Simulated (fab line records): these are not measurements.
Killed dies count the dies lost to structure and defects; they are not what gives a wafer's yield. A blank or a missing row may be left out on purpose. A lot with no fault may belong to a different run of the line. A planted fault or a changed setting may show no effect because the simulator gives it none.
A struck lot beside a sound one | flow sfq line | 42 steps out of a route of 325
Sound: these wafers, L829.1, L829.2, L829.5. Struck: wafers L830.3, L830.6 (left out: L830.4, a lot-mate that was not struck); the cause follows at the end.
Order at every step that has rows: each side's tool, ch and its chambers, its first start. Under that, the readings that differ: sound wafers | struck wafers | difference of the means | sigmas: that difference in standard deviations of wafers without a fault.
alike: a reading whose means differ by less than 2 such deviations, as well as words and numbers matching on both sides. not compared: withheld readings; readings where some wafer has no value; bounds like >300 that might hide an equal value; numbers whose values overlap and for which the record gives no deviation.
The two part at a step that has a row with sigmas, a row that says differs or no value, or rows on one side only. Numbers that don't overlap but have no deviation are shown without sigmas and don't part them. A reading that every wafer of one side lacks parts them only if that side has two wafers or more.

first, 3 steps without rows for these wafers: SFQ_TRILAYER_I4_VIA_STRIP_STRIP_107 (strips in O2); SFQ_TRILAYER_I4_VIA_STRIP_SOLV_CLEAN_108 (cleans in NMP, time 600 s); SFQ_TRILAYER_JJ_TRILAYER_DEP_PRE_CLEAN_113 (time 22.5 s).
SFQ_TRILAYER_JJ_TRILAYER_DEP_SPUTTER_109: material Nb, target thk 150 nm, time 100 s.
  sound: pvd sputter-04 at day 55 11:43; struck: pvd sputter-05 at day 55 15:19
  reading                | sound          | struck    | difference | sigmas
  throttle valve pct (%) | 30.6 30.7 30.7 | 29.5 28.4 | -1.7       | -2
  alike: substrate temp c
then, 3 steps without rows for these wafers: SFQ_TRILAYER_JJ_TRILAYER_DEP_SPUTTER_110 (material Al, target thk 8 nm, time 10 s); SFQ_TRILAYER_JJ_TRILAYER_DEP_AL_OXIDATION_111 (oxidation time 600 s); SFQ_TRILAYER_JJ_TRILAYER_DEP_SPUTTER_112 (material Nb, target thk 170 nm, time 113.3 s).
SFQ_JJ_RS_MEAS_929: a four-point-probe measurement.
  sound: film metro-04 at day 55 12:54; struck: film metro-01 at day 55 16:32
  alike: JJ_NB_RS
then, 3 steps without rows for these wafers: SFQ_TRILAYER_JJ_CE_LITHO_COAT_119 (resist thk 62 nm); SFQ_TRILAYER_JJ_CE_LITHO_COAT_114 (resist thk 600 nm); SFQ_TRILAYER_JJ_CE_LITHO_SOFTBAKE_118.
-- the record jumps here: 5 days lie between the struck wafers' starts before and after --
SFQ_TRILAYER_JJ_CE_LITHO_EXPOSE_115: exposes mask J5, target cd 700 nm.
  sound on krf scanner-02 ch 0, day 60 16:24; struck on krf scanner-02 ch 0, day 60 20:24
  alike: mask, focus offset nm
then, 2 steps without rows for these wafers: SFQ_TRILAYER_JJ_CE_LITHO_PEB_117 (peb time 60 s); SFQ_TRILAYER_JJ_CE_LITHO_DEVELOP_116 (time 60 s).
SFQ_JJ_OVL_MEAS_931:
  sound: overlay-01 at day 60 17:54; struck: overlay-01 at day 60 21:31
  reading     | sound    | struck | difference | sigmas
  J5_OVL (nm) | -7 -5 -8 | 9 5    | +14        | +3
SFQ_TRILAYER_JJ_CE_METRO_MEASURE_117:
  sound: cd sem-02 at day 60 17:56; struck: cd sem-01 at day 60 21:56
  reading    | sound             | struck      | difference | sigmas
  cd nm (nm) | 700.9 700.0 699.9 | 694.7 693.6 | -6.1       | -6
SFQ_TRILAYER_JJ_CE_BARC_OPEN_RIE_150: chemistry O2, target BARC, target depth 240 nm, time 80 s.
  sound on rie metal-03 ch 0,1, day 60 19:08; struck on rie metal-02 ch 0, day 60 22:48
  reading             | sound           | struck      | difference | sigmas
  model.JJ.cd nm (nm) | 698.5 696 697.8 | 694.8 693.2 | -3.4       |
  alike: chamber pressure mTorr, drypump motor current A, he backside leak sccm, oes product au
  not compared: rf hours counter h
SFQ_TRILAYER_JJ_CE_ETCH_RIE_118: chemistry SF6, target Nb, stops on Al2O3, time 97.7 s, target depth 170 nm.
  sound on rie metal-03 ch 0,1, day 60 19:14; struck on rie metal-02 ch 0, day 60 22:59
  reading             | sound             | struck      | difference | sigmas
  model.JJ.cd nm (nm) | 698.5 697.1 697.8 | 694.3 693.8 | -3.8       |
  alike: chamber pressure mTorr, drypump motor current A, he backside leak sccm, oes product au
  not compared: rf hours counter h
then, 9 steps without rows for these wafers: SFQ_TRILAYER_JJ_ANODIZE_ANODIZE_119; SFQ_TRILAYER_JJ_CE_STRIP_STRIP_120 (strips in O2); SFQ_TRILAYER_JJ_CE_STRIP_SOLV_CLEAN_121 (cleans in NMP, time 600 s); SFQ_TRILAYER_M5_LITHO_COAT_128 (resist thk 62 nm); SFQ_TRILAYER_M5_LITHO_COAT_123 (resist thk 600 nm); SFQ_TRILAYER_M5_LITHO_SOFTBAKE_127; SFQ_TRILAYER_M5_LITHO_EXPOSE_124 (exposes mask M5, target cd 700 nm); SFQ_TRILAYER_M5_LITHO_PEB_126 (peb time 60 s); SFQ_TRILAYER_M5_LITHO_DEVELOP_125 (time 60 s).
-- the record jumps here: 5 days lie between the struck wafers' starts before and after --
SFQ_M5_OVL_MEAS_932:
  sound: overlay-01 at day 65 11:42; struck: overlay-01 at day 65 14:07
  alike: M5_OVL
then, 1 step without rows for these wafers: SFQ_TRILAYER_M5_BARC_OPEN_METAL_ETCH_161 (etches BARC in O2, target depth 125 nm, time 41.7 s).
SFQ_TRILAYER_M5_ETCH_METAL_ETCH_126: etches Nb in Cl2/BCl3, stops on SiO2, time 203.2 s, target depth 265 nm.
  sound on rie metal-03 ch 0,1, day 65 11:48; struck on rie metal-04 ch 0, day 65 14:16
  alike: chamber pressure mTorr, drypump motor current A, he backside leak sccm, oes product au
  not compared: rf hours counter h
then, 4 steps without rows for these wafers: SFQ_TRILAYER_M5_STRIP_STRIP_127 (strips in O2); SFQ_TRILAYER_M5_STRIP_SOLV_CLEAN_128 (cleans in NMP, time 600 s); SFQ_TRILAYER_A5B_DEP_PECVD_129 (deposits SiO2 from SiH4/N2O, time 133.33 s, target thk 600 nm); SFQ_TRILAYER_A5B_CMP_CMP_130 (polishes, stops on Nb, target thk 340.7 nm).
SFQ_TRILAYER_A5B_METRO_MEASURE_131:
  sound: film metro-01 at day 65 16:57; struck: film metro-01 at day 65 20:21
  alike: thk nm
SFQ_TRILAYER_R5_DEP_SPUTTER_132: material Ti, target thk 5 nm, time 5 s.
  sound: pvd sputter-05 at day 65 18:09; struck: pvd sputter-03 at day 65 21:09
  alike: throttle valve pct
then, 1 step without rows for these wafers: SFQ_TRILAYER_R5_DEP_SPUTTER_133 (material MoNx, target thk 40 nm, time 66.7 s).
SFQ_TRILAYER_R5_DEP_SPUTTER_134: material Ti, target thk 5 nm, time 5 s.
  sound: pvd sputter-05 at day 65 18:13; struck: pvd sputter-03 at day 65 21:13
  alike: throttle valve pct
SFQ_R5_RS_MEAS_933: a four-point-probe measurement.
  sound: film metro-02 at day 65 18:14; struck: film metro-02 at day 65 21:17
  alike: R5_MONX_RS
SFQ_R5_THK_MEAS_934: measures by xrf.
  sound: film metro-02 at day 65 18:22; struck: film metro-02 at day 65 21:23
  alike: R5_MONX_THK
then, 1 step without rows for these wafers: SFQ_TRILAYER_R5_LITHO_COAT_141 (resist thk 62 nm).
-- the record jumps here: 15 days lie between the struck wafers' starts before and after --
SFQ_M8_BOW_MEAS_951:
  sound: film metro-04 at day 80 13:42; struck: film metro-03 at day 80 14:57
  reading                | sound                | struck        | difference | sigmas
  model.etest.jj.g times | 0.9947 0.9906 0.9927 | 0.9828 0.9814 | -0.0106    |
  alike: M8_BOW

WHERE THEY PART
At SFQ_TRILAYER_JJ_TRILAYER_DEP_SPUTTER_109 first; at SFQ_TRILAYER_JJ_CE_METRO_MEASURE_117 last (within this record only). Later steps at which nothing parts them and some readings are alike: SFQ_TRILAYER_JJ_CE_BARC_OPEN_RIE_150, SFQ_TRILAYER_JJ_CE_ETCH_RIE_118, SFQ_M5_OVL_MEAS_932, SFQ_TRILAYER_M5_ETCH_METAL_ETCH_126, SFQ_TRILAYER_A5B_METRO_MEASURE_131, SFQ_TRILAYER_R5_DEP_SPUTTER_132, SFQ_TRILAYER_R5_DEP_SPUTTER_134, SFQ_R5_RS_MEAS_933, SFQ_R5_THK_MEAS_934, SFQ_M8_BOW_MEAS_951.

WHY: what the simulator had put in
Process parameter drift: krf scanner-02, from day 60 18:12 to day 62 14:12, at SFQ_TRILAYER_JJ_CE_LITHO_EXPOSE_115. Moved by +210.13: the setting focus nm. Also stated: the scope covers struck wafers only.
